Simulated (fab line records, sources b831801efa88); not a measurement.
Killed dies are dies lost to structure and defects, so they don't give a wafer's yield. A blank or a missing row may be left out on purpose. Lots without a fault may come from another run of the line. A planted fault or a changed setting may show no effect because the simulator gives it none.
Chamber matching | flow sky130 | SKY_SONOS_TUNNEL_WET_ETCH_10 on wet_bench-02: 3 sister chambers
The step etches SiO2 in dHF, target depth 14 nm, time 280 s. 14 wafers are shown with their chamber, then 4 later ones without.

WAFERS WITH THEIR CHAMBER
wafer  | chamber | run_length_s (s)
L598.1 | 2       | 313
L598.2 | 2       | 313
L598.3 | 2       | 313
L601.4 | 3       | 313
L601.5 | 3       | 313
L601.6 | 3       | 313
L600.2 | 1       | 314
L600.3 | 1       | 314
L600.4 | 1       | 314
L611.3 | 1       | 314
L611.5 | 1       | 314
L611.6 | 1       | 314
L612.1 | 3       | 314
L612.3 | 3       | 314

SIGNATURES (means of the wafers above)
reading      | chamber 1 | chamber 2 | chamber 3 | scatter within a chamber
run_length_s | 314.00    | 313.00    | 313.40    | 0.33
Rule: a wafer's distance from a chamber is the root of the sum, over the readings, of the square of ((its reading less the chamber's mean) divided by the reading's scatter). The wafer belongs to the nearest chamber; if the next one is less than 2 further off, it can't be placed. The scatter: the root of (the sum of the squares of (reading less its chamber's mean) over the shown wafers, divided by (wafers less chambers)).

WAFERS WITHOUT THEIR CHAMBER
wafer  | run_length_s (s)
L612.5 | 314
L613.1 | 306
L613.2 | 306
L613.6 | 306

WHICH CHAMBER EACH WENT THROUGH
wafer  | from the rows above     | in truth
L612.5 | can't be placed: 1 or 3 | 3
L613.1 | can't be placed: 2 or 3 | 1
L613.2 | can't be placed: 2 or 3 | 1
L613.6 | can't be placed: 2 or 3 | 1
Placed correctly: 0 of 4. Can't be placed from these rows: 4 (the true chamber is among the candidates in 1). Placed wrongly: 0.
